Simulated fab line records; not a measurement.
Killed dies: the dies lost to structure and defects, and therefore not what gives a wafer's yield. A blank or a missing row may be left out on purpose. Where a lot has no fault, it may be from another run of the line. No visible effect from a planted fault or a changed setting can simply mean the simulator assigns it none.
Chamber matching / flow gf180mcu / 4 sister chambers for GF_STI_CMP_25 on cmp-02
The step polishes, stops on Si3N4, t overpolish 33 s, target thk 524.6 nm. 8 wafers are shown with their chamber, then 9 later ones without.

WAFERS WITH THEIR CHAMBER
wafer=L334.3; chamber=3; motor_current_A (A)=9.9; time_to_endpoint_s (s)=113
wafer=L336.2; chamber=1; motor_current_A (A)=14.3; time_to_endpoint_s (s)=122
wafer=L336.5; chamber=2; motor_current_A (A)=13.3; time_to_endpoint_s (s)=125
wafer=L338.4; chamber=1; motor_current_A (A)=13.8; time_to_endpoint_s (s)=114
wafer=L338.5; chamber=3; motor_current_A (A)=10.7; time_to_endpoint_s (s)=109
wafer=L344.2; chamber=0; motor_current_A (A)=9.6; time_to_endpoint_s (s)=117
wafer=L344.3; chamber=2; motor_current_A (A)=13.4; time_to_endpoint_s (s)=124
wafer=L344.5; chamber=0; motor_current_A (A)=9.5; time_to_endpoint_s (s)=116

WAFERS MISSING THEIR CHAMBER
wafer=L346.2; motor_current_A (A)=12.8; time_to_endpoint_s (s)=120
wafer=L346.3; motor_current_A (A)=13.9; time_to_endpoint_s (s)=109
wafer=L346.4; motor_current_A (A)=9.5; time_to_endpoint_s (s)=114
wafer=L348.2; motor_current_A (A)=9.2; time_to_endpoint_s (s)=123
wafer=L348.5; motor_current_A (A)=14.0; time_to_endpoint_s (s)=123
wafer=L348.6; motor_current_A (A)=9.1; time_to_endpoint_s (s)=120
wafer=L349.1; motor_current_A (A)=13.2; time_to_endpoint_s (s)=123
wafer=L349.3; motor_current_A (A)=14.2; time_to_endpoint_s (s)=119
wafer=L349.6; motor_current_A (A)=13.7; time_to_endpoint_s (s)=122

WHICH CHAMBER EACH ONE RAN IN
wafer=L346.2; from the rows above=can't be placed: 2 or 1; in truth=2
wafer=L346.3; from the rows above=1; in truth=1
wafer=L346.4; from the rows above=can't be placed: 0 or 3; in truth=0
wafer=L348.2; from the rows above=0; in truth=0
wafer=L348.5; from the rows above=can't be placed: 1 or 2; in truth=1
wafer=L348.6; from the rows above=0; in truth=0
wafer=L349.1; from the rows above=2; in truth=2
wafer=L349.3; from the rows above=1; in truth=1
wafer=L349.6; from the rows above=can't be placed: 2 or 1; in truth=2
5 of 9 placed correctly. Unplaceable from these rows: 4, with the true chamber sitting among the candidates in 4. Placed wrongly: 0.
How it was worked out, from the rows above alone: a wafer's distance from a chamber is the root of the sum, over the readings, of the square of ((its reading less the chamber's mean) divided by the reading's scatter). The wafer belongs to the nearest chamber; if the next one is less than 2 further off, it can't be placed. The mean given for a chamber averages the wafers shown for that chamber. The scatter is the square root of a quotient: the sum, over the shown wafers, of each reading's squared deviation from its chamber's mean, divided by wafers minus chambers.
